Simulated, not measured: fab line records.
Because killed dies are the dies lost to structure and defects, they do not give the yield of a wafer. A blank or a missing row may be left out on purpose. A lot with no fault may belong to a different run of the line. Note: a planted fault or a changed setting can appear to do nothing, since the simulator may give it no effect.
What tool caused it? | flow sfqLine | Sampling: 14 lots, 42 wafers, 6 of 325 route steps

== WHAT THE GAUGES READ, wafer by wafer ==
SFQ_M8_THK_MEAS_950: measures by xrf. Usual: M8_AU_THK typically reads 180.5 nm, with standard deviation 2.1.
lot  | measured     | on           | M8_AU_THK (nm)    | flag
L115 | day 86 09:32 | filmMetro-04 | 179.7 177.5 179.9 | 
L116 | day 86 13:10 | filmMetro-03 | 177.1 177.6 178.8 | 
L117 | day 86 16:45 | filmMetro-04 | 177.5 179.5 181.5 | 
L118 | day 86 20:20 | filmMetro-03 | 178.7 178.1 178.5 | 
L119 | day 86 23:57 | filmMetro-04 | 181.1 179.9 181.1 | 
L120 | day 87 01:09 | filmMetro-03 | 182.9 181.8 184.2 | 
L122 | day 90 17:28 | filmMetro-04 | 179.3 181.3 181.7 | 
L128 | day 91 11:28 | filmMetro-03 | 181.2 179.5 179.7 | 
L129 | day 91 18:40 | filmMetro-03 | 183.0 184.1 180.1 | 
L131 | day 92 00:39 | filmMetro-03 | 177.2 177.4 178.5 | 
L133 | day 92 07:52 | filmMetro-03 | 183.5 181.8 181.5 | 
L135 | day 92 19:52 | filmMetro-02 | 181.0 183.1 181.6 | 
L136 | day 92 23:15 | filmMetro-02 | 183.4 180.7 182.8 | 
L138 | day 93 06:26 | filmMetro-04 | 180.7 181.8 182.9 | 

== WHAT TOOL EACH LOT RAN ON (gives the tool, then ch and the chambers of the sampled wafers, and finally the start) ==
lot  | SFQ_TRILAYER_I1_CMP_CMP_046   | SFQ_TRILAYER_I1_METRO_MEASURE_047 | SFQ_TRILAYER_I1_VIA_ETCH_VIA_ETCH_052 | SFQ_TRILAYER_JJ_TRILAYER_DEP_SPUTTER_110 | SFQ_TRILAYER_M6_DEP_SPUTTER_157
L115 | cmp-02 ch 0,1,3, day 10 18:49 | filmMetro-01, day 10 20:56        | rieDiel-01 ch 2,3, day 15 17:48       | pvdSputter-06, day 48 04:54              | pvdSputter-03, day 72 16:30
L116 | cmp-02 ch 0,3, day 11 14:49   | filmMetro-03, day 11 18:20        | rieDiel-01 ch 0,1,3, day 16 22:27     | pvdSputter-04, day 48 18:08              | pvdSputter-05, day 72 21:17
L117 | cmp-01 ch 0,1,3, day 13 21:38 | filmMetro-03, day 14 00:57        | rieDiel-01 ch 1,2, day 20 02:16       | pvdSputter-06, day 50 06:12              | pvdSputter-06, day 72 22:29
L118 | cmp-02 ch 1,2,3, day 14 08:55 | filmMetro-04, day 14 12:02        | rieDiel-04 ch 0,1,3, day 20 16:40     | pvdSputter-04, day 50 12:01              | pvdSputter-03, day 72 23:41
L119 | cmp-02 ch 0,2,3, day 14 17:04 | filmMetro-03, day 14 20:23        | rieDiel-01 ch 0,2,3, day 21 03:35     | pvdSputter-03, day 50 14:25              | pvdSputter-05, day 73 02:06
L120 | cmp-01 ch 1,2,3, day 14 23:19 | filmMetro-03, day 15 02:38        | rieDiel-01 ch 1,2,3, day 21 08:23     | pvdSputter-04, day 50 19:13              | pvdSputter-06, day 73 04:29
L122 | cmp-02 ch 0,1,2, day 16 08:56 | filmMetro-03, day 16 10:57        | rieDiel-01 ch 1,2,3, day 22 19:11     | pvdSputter-03, day 51 05:52              | pvdSputter-06, day 73 10:29
L128 | cmp-02 ch 1,2, day 25 04:58   | filmMetro-03, day 25 08:17        | rieDiel-01 ch 0,2, day 25 14:10       | pvdSputter-03, day 53 03:26              | pvdSputter-05, day 74 06:54
L129 | cmp-02 ch 0,1,3, day 25 13:01 | filmMetro-01, day 25 15:20        | rieDiel-01 ch 0,1, day 25 18:40       | pvdSputter-03, day 53 10:16              | pvdSputter-06, day 74 11:41
L131 | cmp-02 ch 1,2,3, day 26 00:31 | filmMetro-01, day 26 03:08        | rieDiel-03 ch 0,2, day 26 06:40       | pvdSputter-03, day 53 19:52              | pvdSputter-05, day 75 04:38
L133 | cmp-02 ch 0,1,2, day 26 03:01 | filmMetro-03, day 26 06:32        | rieDiel-03 ch 2,3, day 26 09:41       | pvdSputter-03, day 54 00:38              | pvdSputter-05, day 75 09:26
L135 | cmp-02 ch 0,3, day 26 12:20   | filmMetro-01, day 26 15:40        | rieDiel-04 ch 0,1,3, day 26 18:59     | pvdSputter-04, day 54 07:50              | pvdSputter-05, day 76 00:25
L136 | cmp-02 ch 0,2,3, day 26 17:58 | filmMetro-04, day 26 20:17        | rieDiel-04 ch 1,2,3, day 26 23:36     | pvdSputter-03, day 54 15:02              | pvdSputter-06, day 76 02:17
L138 | cmp-02 ch 1,3, day 27 09:04   | filmMetro-04, day 27 11:41        | rieDiel-03 ch 1,2, day 27 15:20       | pvdSputter-03, day 55 13:50              | pvdSputter-06, day 76 18:25
- SFQ_TRILAYER_I1_CMP_CMP_046: polishes SiO2.
- SFQ_TRILAYER_I1_METRO_MEASURE_047
- SFQ_TRILAYER_I1_VIA_ETCH_VIA_ETCH_052: etches SiO2 in CHF3, stops on Nb, target depth 260 nm.
- SFQ_TRILAYER_JJ_TRILAYER_DEP_SPUTTER_110: material Al, target thk 8 nm, time 10 s.
- SFQ_TRILAYER_M6_DEP_SPUTTER_157: material Nb, target thk 200 nm, time 133.3 s.

== WHAT THE TOOLS THEMSELVES READ (means of the sampled wafers that have a number; where no wafer has one, the mark that the record gives instead) ==
SFQ_TRILAYER_I1_CMP_CMP_046. Usual: motorCurrentA 9.8 A, standard deviation 0.55; timeToEndpointS 218 s, standard deviation 7.4.
lot  | tool   | motorCurrentA (A) | timeToEndpointS (s) | flag
L115 | cmp-02 | 10.2              | 207                 | 
L116 | cmp-02 | 9.8               | 212                 | 
L117 | cmp-01 | 9.4               | 223                 | 
L118 | cmp-02 | 9.9               | 219                 | 
L119 | cmp-02 | 10.0              | 257                 | OFF
L120 | cmp-01 | 9.9               | 217                 | 
L122 | cmp-02 | 10.1              | 247                 | OFF
L128 | cmp-02 | 9.4               | 226                 | 
L129 | cmp-02 | 10.2              | 221                 | 
L131 | cmp-02 | 9.8               | 227                 | 
L133 | cmp-02 | 9.8               | 220                 | 
L135 | cmp-02 | 10.3              | 217                 | 
L136 | cmp-02 | 10.1              | 216                 | 
L138 | cmp-02 | 9.7               | 215                 | 

SFQ_TRILAYER_I1_METRO_MEASURE_047. Usual: 200.4 nm for thkNm, sd 1.2.
lot  | tool         | thkNm (nm) | flag
L115 | filmMetro-01 | 200.2      | 
L116 | filmMetro-03 | 199.3      | 
L117 | filmMetro-03 | 200.6      | 
L118 | filmMetro-04 | 201.0      | 
L119 | filmMetro-03 | 150.2      | OFF
L120 | filmMetro-03 | 200.4      | 
L122 | filmMetro-03 | 148.9      | OFF
L128 | filmMetro-03 | 200.2      | 
L129 | filmMetro-01 | 199.6      | 
L131 | filmMetro-01 | 201.3      | 
L133 | filmMetro-03 | 201.7      | 
L135 | filmMetro-01 | 201.0      | 
L136 | filmMetro-04 | 199.4      | 
L138 | filmMetro-04 | 200.6      | 

SFQ_TRILAYER_I1_VIA_ETCH_VIA_ETCH_052. Usual: drypumpMotorCurrentA 6.1 A, standard deviation 0.57; oesProductAu 0.855 a.u., standard deviation 0.0053; rfFwdPowerW 498.2 W, standard deviation 1.4.
lot  | tool       | drypumpMotorCurrentA (A) | oesProductAu (a.u.) | rfFwdPowerW (W) | flag
L115 | rieDiel-01 | 5.9                      | 0.854               | 498.8           | 
L116 | rieDiel-01 | 6.3                      | 0.855               | 498.4           | 
L117 | rieDiel-01 | 5.5                      | 0.860               | 497.0           | 
L118 | rieDiel-04 | 5.8                      | 0.857               | 498.0           | 
L119 | rieDiel-01 | 5.8                      | 0.737               | 497.8           | OFF
L120 | rieDiel-01 | 6.1                      | 0.859               | 498.8           | 
L122 | rieDiel-01 | 6.0                      | 0.736               | 498.5           | OFF
L128 | rieDiel-01 | 5.7                      | 0.853               | 498.9           | 
L129 | rieDiel-01 | 6.3                      | 0.849               | 497.4           | 
L131 | rieDiel-03 | 5.9                      | 0.857               | 498.5           | 
L133 | rieDiel-03 | 6.4                      | 0.859               | 498.1           | 
L135 | rieDiel-04 | 5.8                      | 0.862               | 497.9           | 
L136 | rieDiel-04 | 6.2                      | 0.851               | 498.1           | 
L138 | rieDiel-03 | 5.7                      | 0.856               | 498.7           | 

SFQ_TRILAYER_JJ_TRILAYER_DEP_SPUTTER_110. Usual: basePressurePa 1.33e-06 Pa, standard deviation 7.8e-08; cathodeDcPowerW 500.00 W, standard deviation 0.092; chamberPressurePa 0.3998 Pa, standard deviation 0.00075; throttleValvePct 30.3 %, standard deviation 0.85.
lot  | tool          | basePressurePa (Pa) | cathodeDcPowerW (W) | chamberPressurePa (Pa) | throttleValvePct (%) | flag
L115 | pvdSputter-06 | 1.32e-06            | 499.98              | 0.3991                 | 29.9                 | 
L116 | pvdSputter-04 | 1.26e-06            | 500.07              | 0.4000                 | 29.5                 | 
L117 | pvdSputter-06 | 1.32e-06            | 499.94              | 0.3997                 | 29.9                 | 
L118 | pvdSputter-04 | 1.42e-06            | 499.97              | 0.4001                 | 30.7                 | 
L119 | pvdSputter-03 | 1.33e-06            | 499.97              | 0.3996                 | 30.5                 | 
L120 | pvdSputter-04 | 1.28e-06            | 499.99              | 0.4002                 | 30.7                 | 
L122 | pvdSputter-03 | 1.30e-06            | 500.07              | 0.3989                 | 30.3                 | 
L128 | pvdSputter-03 | 1.40e-06            | 499.99              | 0.3997                 | 30.3                 | 
L129 | pvdSputter-03 | 1.42e-06            | 500.00              | 0.3995                 | 30.4                 | 
L131 | pvdSputter-03 | 1.34e-06            | 499.94              | 0.3995                 | 30.4                 | 
L133 | pvdSputter-03 | 1.22e-06            | 500.06              | 0.4006                 | 30.7                 | 
L135 | pvdSputter-04 | 1.41e-06            | 500.09              | 0.3995                 | 30.5                 | 
L136 | pvdSputter-03 | 1.39e-06            | 499.92              | 0.3996                 | 30.1                 | 
L138 | pvdSputter-03 | 1.37e-06            | 499.95              | 0.4005                 | 30.8                 | 

SFQ_TRILAYER_M6_DEP_SPUTTER_157. Usual: basePressurePa 1.33e-06 Pa, standard deviation 6.6e-08; cathodeDcPowerW 2000.0 W, standard deviation 0.35; chamberPressurePa 0.1333 Pa, standard deviation 0.00028; substrateTempC 19.99 C, standard deviation 0.1; throttleValvePct 29.8 %, standard deviation 0.72.
lot  | tool          | basePressurePa (Pa) | cathodeDcPowerW (W) | chamberPressurePa (Pa) | substrateTempC (C) | throttleValvePct (%) | flag
L115 | pvdSputter-03 | 1.31e-06            | 2000.0              | 0.1333                 | 19.98              | 30.3                 | 
L116 | pvdSputter-05 | 1.33e-06            | 2000.1              | 0.1332                 | 20.10              | 29.4                 | 
L117 | pvdSputter-06 | 1.36e-06            | 2000.3              | 0.1331                 | 19.91              | 30.0                 | 
L118 | pvdSputter-03 | 1.39e-06            | 2000.4              | 0.1333                 | 19.86              | 30.6                 | 
L119 | pvdSputter-05 | 1.38e-06            | 2000.0              | 0.1330                 | 20.00              | 29.5                 | 
L120 | pvdSputter-06 | 1.34e-06            | 2000.1              | 0.1331                 | 19.96              | 29.8                 | 
L122 | pvdSputter-06 | 1.32e-06            | 2000.1              | 0.1329                 | 20.11              | 29.2                 | 
L128 | pvdSputter-05 | 1.37e-06            | 1999.6              | 0.1335                 | 20.00              | 29.4                 | 
L129 | pvdSputter-06 | 1.41e-06            | 2000.1              | 0.1334                 | 19.97              | 29.4                 | 
L131 | pvdSputter-05 | 1.30e-06            | 2000.3              | 0.1333                 | 20.07              | 29.4                 | 
L133 | pvdSputter-05 | 1.35e-06            | 1999.8              | 0.1335                 | 19.93              | 29.5                 | 
L135 | pvdSputter-05 | 1.30e-06            | 1999.4              | 0.1334                 | 20.03              | 29.3                 | 
L136 | pvdSputter-06 | 1.33e-06            | 2000.0              | 0.1332                 | 19.91              | 30.1                 | 
L138 | pvdSputter-06 | 1.36e-06            | 1999.9              | 0.1331                 | 20.08              | 29.3                 | 

== THE ANSWER, worked out from the rows above alone ==
Rule: a lot counts as off when the mean over its wafers that have a number is more than 3 standard deviations away from the usual mean. A lot without any number at a reading at which 4 lots or more have one is off too. All remaining lots with rows at the step are treated as sound. First the gauges in route order, then the tools' own readings, where a lot's mean is used as printed above. The first step at which some lot is off is used, and at that step the reading that is off furthest; a lot without a number counts as furthest.
Off: L119, L122, at SFQ_TRILAYER_I1_CMP_CMP_046 (timeToEndpointS).
If a tool, at that step or one of the process steps before it, ran each lot that is off and ran no sound lot following the first of them, it fits. None of those tried fits.

== WHAT THE SIMULATOR PUT IN ==
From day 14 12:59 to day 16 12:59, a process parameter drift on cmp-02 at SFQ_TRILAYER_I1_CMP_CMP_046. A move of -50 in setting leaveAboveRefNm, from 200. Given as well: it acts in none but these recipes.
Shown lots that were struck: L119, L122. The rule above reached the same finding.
